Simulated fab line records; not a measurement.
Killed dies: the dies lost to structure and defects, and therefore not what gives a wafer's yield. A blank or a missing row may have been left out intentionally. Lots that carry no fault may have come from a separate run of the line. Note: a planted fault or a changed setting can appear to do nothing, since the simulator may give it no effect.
fab line records	flow sky130
record: lots: 6	wafers: 18	last_day: 50
route steps=708 shown VT_ADJUST_HVTR@139 VT_ADJUST_PCH@143 SONOS_TUNNEL@154 PAD_OPEN@708
lots that met no fault: from a run of the same line without faults
start_h: hours from the record's first day to the start of the lot's first wafer shown	wait_h: hours elapsed since this lot's preceding step	" the same as in the row above	L1.1+2: a row that stands for several wafers	- value missing, or start not given	* or withheld: withheld	< > ~ a bound
route shown NAME@n: NAME is a module with steps in the file, n the number in the route of the first one	usual: mean/standard deviation taken from wafers without a fault	same: alike in all rows	chamber/n: place in a boat	sites: readings site by site	_std_site: standard deviation across them	_edge_site: outer sites' mean less inner sites'	radius_mm: how far each site lies from the wafer's centre	mask NAME#n: copy n	behind: tool/chamber where the wafer was last shaped	hold: why the lot was held/for how many hours/how that ended	device: transistor that didn't switch, given as n, p or np	end of line: the tests these same wafers got at the end of their route	a step with no rows: only its recipe	killed: at the first sort, the dies lost to defects and structure; wafer yield is something else	map: shows each die of a wafer: x if killed, . if not, _ if none is there
set.NAME: setting as actually run; set.NAME@STEP: the setting as run at that earlier step	model.NAME: the simulator's own value behind a step, which no gauge read
certain route steps with their lots: each step a table, each wafer a row
services: a tool's chamber out of use, with start hour (start_h, from the record's first day; less than 0 if before it), hours out, and reason
== steps ==
step: SKY_VT_ADJUST_HVTR_OVL_MEAS_08
usual: VT_ADJUST_HVTR_OVL: 0.1/1.5
lot.wafer	tool	chamber	start_h	wait_h	VT_ADJUST_HVTR_OVL[nm]
L759.1	overlay-01	-	205.78	0.1	0.0
L759.5	"	-	"	"	0.0
L759.6	"	-	"	"	-0.7
L766.1	overlay-01	-	281.82	0.1	0.5
L766.2	"	-	"	"	1.6
L766.3	"	-	"	"	1.8
L769.1	overlay-02	-	287.42	0.1	1.7
L769.2	"	-	"	"	2.0
L769.5	"	-	"	"	-0.4
L771.1	overlay-01	-	314.68	0.1	-1.3
L771.4	"	-	"	"	-1.7
L771.5	"	-	"	"	-2.2
L775.2	overlay-01	-	332.36	0.1	-0.1
L775.3	"	-	"	"	-0.5
L775.6	"	-	"	"	-0.5
L778.2	overlay-02	-	350.81	0.1	-0.8
L778.3	"	-	"	"	-1.4
L778.4	"	-	"	"	1.4
step: SKY_VT_ADJUST_HVTR_IMPLANT_09
recipe: species: B	energy_kev: 10	dose_cm2: 2.1e+12	tilt_deg: withheld
step: SKY_VT_ADJUST_HVTR_STRIP_10
recipe: chemistry: O2/N2	power_w: 1400	pressure_mtorr: 1500	platen_temp_c: withheld	o2_flow_sccm: 3000	n2_flow_sccm: 300	overash_fraction: 0.5
usual: drypump_motor_current_A: 5.76/0.21	oes_product_au: 0.715/0.0045	strip_time_to_endpoint_s: 14.18/0.039
lot.wafer	tool	chamber	start_h	wait_h	drypump_motor_current_A	oes_product_au	rf_hours_counter_h	strip_time_to_endpoint_s
L759.1	plasma_asher-03	1	205.97	0.1	5.57	0.711	8	14.18
L759.5	"	0	"	"	6.06	0.715	-	14.16
L759.6	"	1	"	"	5.57	0.709	-	14.18
L766.1	plasma_asher-03	1	282.00	0.1	5.58	0.716	15	14.19
L766.2	"	0	"	"	6.05	0.722	15	14.15
L766.3	"	0	"	"	6.04	0.720	-	14.18
L769.1	plasma_asher-03	0	287.60	0.1	6.06	0.708	15	14.15
L769.2	"	1	"	"	5.55	0.716	15	14.18
L769.5	"	0	"	"	6.06	0.717	-	14.14
L771.1	plasma_asher-02	0	314.87	0.1	5.55	0.714	51	14.20
L771.4	"	0	"	"	5.54	0.717	-	14.24
L771.5	"	0	"	"	5.56	0.716	-	14.18
L775.2	plasma_asher-03	1	332.54	0.1	5.58	0.712	20	14.25
L775.3	"	1	"	"	5.58	0.712	-	14.22
L775.6	"	1	"	"	5.55	0.719	-	14.22
L778.2	plasma_asher-02	1	350.99	0.1	5.92	0.713	55	14.15
L778.3	"	1	"	"	5.92	0.712	-	14.20
L778.4	"	0	"	"	5.54	0.721	-	14.17
step: SKY_VT_ADJUST_HVTR_TW_MEAS_11
usual: VT_ADJUST_HVTR_TW: 210.5/2
lot.wafer	tool	chamber	start_h	wait_h	VT_ADJUST_HVTR_TW
L759.1	film_metro-02	-	206.07	0.1	209.5
L759.5	"	-	"	"	209.5
L759.6	"	-	"	"	208.7
L766.1	film_metro-01	-	282.10	0.1	209.8
L766.2	"	-	"	"	210.1
L766.3	"	-	"	"	210.0
L769.1	film_metro-01	-	287.70	0.1	211.2
L769.2	"	-	"	"	211.7
L769.5	"	-	"	"	211.1
L771.1	film_metro-04	-	314.97	0.1	212.9
L771.4	"	-	"	"	212.9
L771.5	"	-	"	"	213.5
L775.2	film_metro-01	-	332.65	0.1	209.4
L775.3	"	-	"	"	208.9
L775.6	"	-	"	"	209.2
L778.2	film_metro-01	-	351.10	0.1	209.1
L778.3	"	-	"	"	209.1
L778.4	"	-	"	"	208.6
step: SKY_VT_ADJUST_PCH_DEHYDRATE_00
recipe: temp_c: 200	time_s: 60
step: SKY_VT_ADJUST_PCH_HMDS_01
recipe: prime_time_s: 60	prime_temp_c: 120
step: SKY_VT_ADJUST_PCH_COAT_02
recipe: spin_rpm: 2000	resist_thk_nm: 3000
step: SKY_VT_ADJUST_PCH_SOFTBAKE_03
recipe: temp_c: 108.8	time_s: withheld
step: SKY_VT_ADJUST_PCH_EXPOSE_04
recipe: mask_id: NWM	na: 0.6	source_shape: conventional	sigma_outer: 0.6	polarization: unpolarized	target_cd_nm: 840	dose_mj: 255
step: SKY_VT_ADJUST_PCH_PEB_05
recipe: temp_c: 115	time_s: withheld
step: SKY_VT_ADJUST_PCH_DEVELOP_06
recipe: wall_angle_deg: 90	developer: TMAH	develop_time_s: 60	dev_temp_c: 23
step: SKY_VT_ADJUST_PCH_OVL_MEAS_07
usual: VT_ADJUST_PCH_OVL: 0.5/1.4
lot.wafer	tool	chamber	start_h	wait_h	VT_ADJUST_PCH_OVL[nm]
L759.1	overlay-01	-	228.89	-	-3.7
L759.5	"	-	"	"	-2.7
L759.6	"	-	"	"	-2.3
L766.1	overlay-01	-	307.55	-	0.1
L766.2	"	-	"	"	-0.2
L766.3	"	-	"	"	-0.3
L769.1	overlay-02	-	312.30	-	1.9
L769.2	"	-	"	"	1.7
L769.5	"	-	"	"	2.5
L771.1	overlay-02	-	341.23	-	0.9
L771.4	"	-	"	"	1.7
L771.5	"	-	"	"	0.9
L775.2	overlay-02	-	360.39	-	3.3
L775.3	"	-	"	"	1.9
L775.6	"	-	"	"	2.8
L778.2	overlay-01	-	379.64	-	0.5
L778.3	"	-	"	"	0.7
L778.4	"	-	"	"	-3.2
step: SKY_VT_ADJUST_PCH_IMPLANT_08
recipe: species: B	energy_kev: 10	dose_cm2: 5e+11	tilt_deg: withheld
usual: dose_ions_cm2: 5e+11/4.9e+08	faraday_current_uA: 2.81/0.054
lot.wafer	tool	chamber	start_h	wait_h	dose_ions_cm2	faraday_current_uA
L759.1	implanter-02	0	228.92	0.0	5.006e+11	2.87
L759.5	"	0	"	"	5.016e+11	2.83
L759.6	"	0	"	"	5.001e+11	2.71
L766.1	implanter-04	0	307.58	0.0	4.999e+11	2.81
L766.2	"	0	"	"	5.007e+11	2.79
L766.3	"	0	"	"	5.003e+11	2.82
L769.1	implanter-04	0	312.33	0.0	2.21e+11	1.25
L769.2	"	0	"	"	2.209e+11	1.27
L769.5	"	0	"	"	2.207e+11	1.25
L771.1	implanter-04	0	341.27	0.0	2.199e+11	1.25
L771.4	"	0	"	"	2.208e+11	1.25
L771.5	"	0	"	"	2.21e+11	1.23
L775.2	implanter-03	0	360.45	0.0	5.001e+11	2.93
L775.3	"	0	"	"	5.006e+11	2.83
L775.6	"	0	"	"	5.003e+11	2.80
L778.2	implanter-03	0	379.70	0.0	5.003e+11	2.76
L778.3	"	0	"	"	4.998e+11	2.68
L778.4	"	0	"	"	4.997e+11	2.83
step: SKY_VT_ADJUST_PCH_STRIP_09
recipe: chemistry: O2/N2	power_w: 1400	pressure_mtorr: 1500	platen_temp_c: withheld	o2_flow_sccm: 3000	n2_flow_sccm: 300	overash_fraction: 0.5
usual: drypump_motor_current_A: 5.78/0.17	oes_product_au: 0.722/0.0048	strip_time_to_endpoint_s: 37.07/0.1
lot.wafer	tool	chamber	start_h	wait_h	drypump_motor_current_A	oes_product_au	rf_hours_counter_h	strip_time_to_endpoint_s
L759.1	plasma_asher-02	1	229.07	0.1	5.89	0.731	43	36.99
L759.5	"	1	"	"	5.88	0.726	-	37.07
L759.6	"	0	"	"	5.56	0.717	-	36.95
L766.1	plasma_asher-03	1	307.73	0.1	5.56	0.721	17	37.07
L766.2	"	0	"	"	6.00	0.719	17	37.11
L766.3	"	1	"	"	5.55	0.731	-	37.06
L769.1	plasma_asher-01	1	312.48	0.1	5.77	0.713	61	37.04
L769.2	"	0	"	"	5.85	0.722	61	37.14
L769.5	"	1	"	"	5.78	0.723	-	37.03
L771.1	plasma_asher-03	1	341.42	0.1	5.60	0.719	21	36.97
L771.4	"	1	"	"	5.59	0.723	-	37.11
L771.5	"	0	"	"	6.00	0.714	-	36.97
L775.2	plasma_asher-02	1	360.57	0.1	5.89	0.724	56	37.18
L775.3	"	1	"	"	5.92	0.721	-	36.99
L775.6	"	0	"	"	5.55	0.728	-	37.06
L778.2	plasma_asher-01	1	379.82	0.1	5.77	0.718	67	37.13
L778.3	"	0	"	"	5.83	0.721	-	37.01
L778.4	"	1	"	"	5.77	0.728	-	36.99
step: SKY_VT_ADJUST_PCH_TW_MEAS_10
usual: VT_ADJUST_PCH_TW: 142.4/1.5
lot.wafer	tool	chamber	start_h	wait_h	VT_ADJUST_PCH_TW
L759.1	film_metro-03	-	229.17	0.1	141.8
L759.5	"	-	"	"	141.7
L759.6	"	-	"	"	141.1
L766.1	film_metro-04	-	307.83	0.1	144.5
L766.2	"	-	"	"	144.4
L766.3	"	-	"	"	144.0
L769.1	film_metro-03	-	312.58	0.1	114.7
L769.2	"	-	"	"	115.6
L769.5	"	-	"	"	115.8
L771.1	film_metro-03	-	341.52	0.1	114.9
L771.4	"	-	"	"	114.7
L771.5	"	-	"	"	115.3
L775.2	film_metro-03	-	360.68	0.1	142.1
L775.3	"	-	"	"	141.8
L775.6	"	-	"	"	142.3
L778.2	film_metro-03	-	379.93	0.1	140.8
L778.3	"	-	"	"	141.3
L778.4	"	-	"	"	141.7
step: SKY_SONOS_TUNNEL_DEHYDRATE_00
recipe: temp_c: 200	time_s: 60
step: SKY_PAD_OPEN_PROBE_99
usual: killed_at_M0_to_M3: 43/6.9	killed_at_M4_up: 3.0/1.8	killed_at_contacts: 24/4.8	killed_at_front_end: 15/4.5	killed_at_other: 0.4/0.67	killed_dies: 86/9.2	killed_open: 46/6.9	killed_short: 39/6
same: gross_dies: 492	killed_at_back_side: 0
lot.wafer	tool	chamber	start_h	wait_h	killed_at_M0_to_M3	killed_at_M4_up	killed_at_contacts	killed_at_front_end	killed_at_other	killed_dies	killed_open	killed_short	model.etest.nfet_16v.r_on_ohm_um	model.etest.pfet_g5v0d10v5.r_on_ohm_um	model.etest.pfet_g5v0d10v5.drive_ua_um	model.etest.pfet_01v8_lvt.drive_ua_um	model.etest.pfet_16v.drive_ua_um	model.etest.pfet_01v8_lvt.off_log10_a_um	model.etest.pfet_g5v0d10v5.off_log10_a_um	model.etest.pfet_g5v0d10v5.vt_sat_v
L759.1	prober-01	-	1079.68	0.1	45	2	21	21	0	89	49	40	1.432e+04	4793	339.1	172.6	245.7	-8.25	-12.31	-0.6107
L759.5	prober-01	-	1079.88	0.2	49	3	26	15	0	93	52	41	1.432e+04	4840	335.3	176.7	245.2	-8.325	-12.16	-0.6053
L759.6	prober-01	-	1079.93	0.2	43	7	22	16	0	88	46	41	1.42e+04	4795	340.1	175.1	246.7	-8.145	-12.46	-0.6071
L766.1	prober-02	-	1142.39	0.1	32	5	21	17	0	75	42	32	1.414e+04	4744	341	172.4	242.5	-8.817	-12.52	-0.6382
L766.2	prober-02	-	1142.44	0.1	35	4	27	11	1	78	35	43	1.405e+04	4654	347.7	176.2	248.1	-8.654	-12.27	-0.6147
L766.3	prober-02	-	1142.49	0.2	39	4	25	8	0	76	36	40	1.404e+04	4712	345.1	171.9	245.2	-8.788	-12.25	-0.612
L769.1	prober-01	-	1147.47	0.1	35	2	29	10	1	77	42	34	1.342e+04	4770	334.1	170.1	236.5	-9.754	-13.4	-0.7709
L769.2	prober-01	-	1147.52	0.1	37	5	21	12	0	75	43	32	1.349e+04	4871	327.5	168.3	237.3	-9.755	-13.54	-0.7983
L769.5	prober-01	-	1147.67	0.2	35	7	17	9	0	68	38	30	1.35e+04	4830	328.1	166.5	234	-9.605	-13.61	-0.7822
L771.1	prober-01	-	1165.77	0.1	44	2	30	13	2	91	43	46	1.407e+04	4908	322.7	167.7	237	-9.712	-13.34	-0.7477
L771.4	prober-01	-	1165.92	0.2	43	3	27	16	0	89	44	45	1.396e+04	4907	324.8	167.5	238.5	-9.864	-13.55	-0.7562
L771.5	prober-01	-	1165.97	0.2	41	3	24	16	0	84	50	34	1.386e+04	4840	328.9	165.8	237.6	-9.772	-13.5	-0.7544
L775.2	prober-02	-	1177.01	0.1	52	4	24	13	0	93	48	45	1.382e+04	4803	337.4	175.2	241.1	-8.756	-12.96	-0.6735
L775.3	prober-02	-	1177.06	0.2	42	3	30	17	0	92	58	34	1.375e+04	4710	341.9	176.6	242.3	-8.705	-12.69	-0.6502
L775.6	prober-02	-	1177.21	0.2	40	0	20	20	0	80	48	30	1.387e+04	4734	339.6	174.6	239.2	-8.893	-12.86	-0.657
L778.2	prober-01	-	1189.96	0.1	43	2	31	15	0	91	57	34	1.397e+04	4826	334	171.2	240.3	-8.661	-13.31	-0.7155
L778.3	prober-01	-	1190.01	0.2	40	2	24	15	0	81	46	35	1.392e+04	4816	334.7	174.7	240.9	-8.606	-13.26	-0.7114
L778.4	prober-01	-	1190.06	0.2	50	3	20	10	1	84	51	33	1.408e+04	4775	336.1	177.2	240.4	-8.792	-13.02	-0.6794
killed by level:class
L759.1 VIA2:geometric_particle:open=12 POLY_GATE:geometric_particle:open=9 CONTACT:geometric_particle:open=9 METAL2:geometric_particle:short=8 POLY_GATE:geometric_particle:short=6 LOCAL_INTERCONNECT:geometric_particle:short=6 VIA1:geometric_particle:open=5 VIA1:geometric_particle:short=5
L759.5 VIA1:geometric_particle:open=10 VIA3:geometric_particle:open=10 LI_CONTACT:geometric_particle:open=7 METAL1:geometric_particle:short=6 CONTACT:geometric_particle:open=5 LOCAL_INTERCONNECT:geometric_particle:short=5 VIA2:geometric_particle:open=5 LI_CONTACT:geometric_particle:short=4
L759.6 CONTACT:geometric_particle:open=10 METAL2:geometric_particle:short=8 VIA3:geometric_particle:open=7 LI_CONTACT:geometric_particle:open=6 VIA1:geometric_particle:open=6 METAL1:geometric_particle:short=5 VIA1:geometric_particle:short=4 POLY_GATE:geometric_particle:open=4
L766.1 LI_CONTACT:geometric_particle:open=9 FIELD_ISO:geometric_particle:open=8 VIA1:geometric_particle:open=8 CONTACT:geometric_particle:open=7 POLY_GATE:geometric_particle:short=7 METAL1:geometric_particle:short=5 VIA2:geometric_particle:open=4 METAL4:geometric_particle:short=4
L766.2 LI_CONTACT:geometric_particle:open=9 METAL1:geometric_particle:short=7 VIA1:geometric_particle:open=5 CONTACT:geometric_particle:open=5 CONTACT:geometric_particle:short=5 VIA1:geometric_particle:short=5 POLY_GATE:geometric_particle:short=4 METAL3:geometric_particle:short=4
L766.3 CONTACT:geometric_particle:open=9 LI_CONTACT:geometric_particle:open=8 VIA2:geometric_particle:open=8 VIA1:geometric_particle:open=7 METAL1:geometric_particle:short=6 METAL3:geometric_particle:short=5 FIELD_ISO:geometric_particle:short=4 CONTACT:geometric_particle:short=4
L769.1 CONTACT:geometric_particle:open=13 VIA1:geometric_particle:open=10 CONTACT:geometric_particle:short=6 LI_CONTACT:geometric_particle:open=5 METAL1:geometric_particle:short=5 VIA1:geometric_particle:short=4 POLY_GATE:geometric_particle:open=3 LI_CONTACT:geometric_particle:short=3
L769.2 CONTACT:geometric_particle:open=10 VIA3:geometric_particle:open=7 VIA1:geometric_particle:open=7 VIA2:geometric_particle:open=5 SPACER:geometric_particle:open=4 LI_CONTACT:geometric_particle:short=4 VIA1:geometric_particle:short=4 FIELD_ISO:geometric_particle:short=3
L769.5 CONTACT:geometric_particle:open=9 VIA1:geometric_particle:open=9 VIA3:geometric_particle:open=8 METAL4:geometric_particle:short=6 LI_CONTACT:geometric_particle:open=4 METAL2:geometric_particle:short=4 VIA3:geometric_particle:short=4 POLY_GATE:geometric_particle:short=3
L771.1 LOCAL_INTERCONNECT:geometric_particle:short=8 CONTACT:geometric_particle:open=7 METAL1:geometric_particle:short=7 VIA1:geometric_particle:open=7 VIA2:geometric_particle:open=7 LI_CONTACT:geometric_particle:short=6 LI_CONTACT:geometric_particle:open=5 VIA3:geometric_particle:open=5
L771.4 VIA1:geometric_particle:open=9 CONTACT:geometric_particle:open=9 LI_CONTACT:geometric_particle:open=8 METAL1:geometric_particle:short=6 VIA3:geometric_particle:open=6 LI_CONTACT:geometric_particle:short=5 POLY_GATE:geometric_particle:open=4 VIA1:geometric_particle:short=4
L771.5 LI_CONTACT:geometric_particle:open=8 VIA3:geometric_particle:open=8 VIA1:geometric_particle:open=8 CONTACT:geometric_particle:open=7 FIELD_ISO:geometric_particle:open=6 VIA1:geometric_particle:short=5 METAL2:geometric_particle:short=5 VIA2:geometric_particle:open=5
L775.2 CONTACT:geometric_particle:open=12 METAL1:geometric_particle:short=12 LI_CONTACT:geometric_particle:open=8 VIA1:geometric_particle:short=8 VIA1:geometric_particle:open=8 VIA2:geometric_particle:open=6 VIA3:geometric_particle:open=5 FIELD_ISO:geometric_particle:short=4
L775.3 VIA1:geometric_particle:open=13 LI_CONTACT:geometric_particle:open=12 CONTACT:geometric_particle:open=8 VIA3:geometric_particle:open=7 VIA2:geometric_particle:open=6 FIELD_ISO:geometric_particle:open=5 VIA1:geometric_particle:short=5 POLY_GATE:geometric_particle:short=5
L775.6 CONTACT:geometric_particle:open=9 VIA1:geometric_particle:open=9 LI_CONTACT:geometric_particle:open=7 FIELD_ISO:geometric_particle:short=6 VIA2:geometric_particle:open=6 FIELD_ISO:geometric_particle:open=6 VIA3:geometric_particle:open=5 METAL1:geometric_particle:short=4
L778.2 VIA1:geometric_particle:open=16 LI_CONTACT:geometric_particle:open=13 CONTACT:geometric_particle:open=8 FIELD_ISO:geometric_particle:open=6 VIA1:geometric_particle:short=6 METAL1:geometric_particle:short=5 CONTACT:geometric_particle:short=5 VIA2:geometric_particle:open=4
L778.3 VIA1:geometric_particle:open=14 CONTACT:geometric_particle:open=12 FIELD_ISO:geometric_particle:open=6 METAL1:geometric_particle:short=5 METAL2:geometric_particle:short=5 METAL3:geometric_particle:short=5 POLY_GATE:geometric_particle:short=4 LOCAL_INTERCONNECT:geometric_particle:short=4
L778.4 VIA1:geometric_particle:open=16 VIA3:geometric_particle:open=8 CONTACT:geometric_particle:open=8 LI_CONTACT:geometric_particle:open=6 METAL1:geometric_particle:short=5 VIA2:geometric_particle:open=5 FIELD_ISO:geometric_particle:open=4 FIELD_ISO:geometric_particle:short=4
== services ==
tool	chamber	start_h	hours	kind
plasma_asher-03	-	190.92	2.8	repair
implanter-02	-	202.33	3.8	repair
plasma_asher-03	-	208.15	1.9	repair
implanter-04	-	261.75	4.9	pm
plasma_asher-03	-	274.20	2.4	repair
implanter-02	-	297.17	2.0	repair
implanter-03	-	326.99	1.8	repair
implanter-03	-	335.56	3.5	pm
plasma_asher-01	-	346.18	0.4	repair
implanter-03	-	355.11	3.2	repair
implanter-02	-	360.15	3.1	pm
plasma_asher-02	-	373.75	0.7	repair
== key ==
first_sign: step: SKY_VT_ADJUST_PCH_IMPLANT_08	reading: dose_ions_cm2	direction: down	sigmas: 99+	usual: *	struck: *
effect: step: SKY_VT_ADJUST_PCH_IMPLANT_08	reading: faraday_current_uA	direction: down	sigmas: 29	usual: 2.81	struck: 1.25
effect: step: SKY_VT_ADJUST_PCH_TW_MEAS_10	reading: VT_ADJUST_PCH_TW	direction: down	sigmas: 19	usual: 142.4	struck: 115.2
model_effect: step: SKY_PAD_OPEN_PROBE_99	value: etest.nfet_16v.r_on_ohm_um	without: 1.404e+04	struck: 1.372e+04
met_at SKY_VT_ADJUST_PCH_IMPLANT_08
struck_wafers L769.1,L769.2,L769.5,L771.1,L771.4,L771.5
tester_left_out L769,L771
onset_between 307.58 312.33
fault: kind: process_parameter_drift	tool: implanter-04	chamber: -	onset_h: 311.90	steps: SKY_VT_ADJUST_PCH_IMPLANT_08	channel: dose_cm2	offset: *	shape: step	end_h: 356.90	acts_in: *	stated: *
tester_left_out: of these lots the tester's yield and bins aren't shown, on N5 and GAA mostly nor the transistor test; their killed dies are dies lost to structure and defects alone, not to doping, threshold or leakage, so they don't give the yield
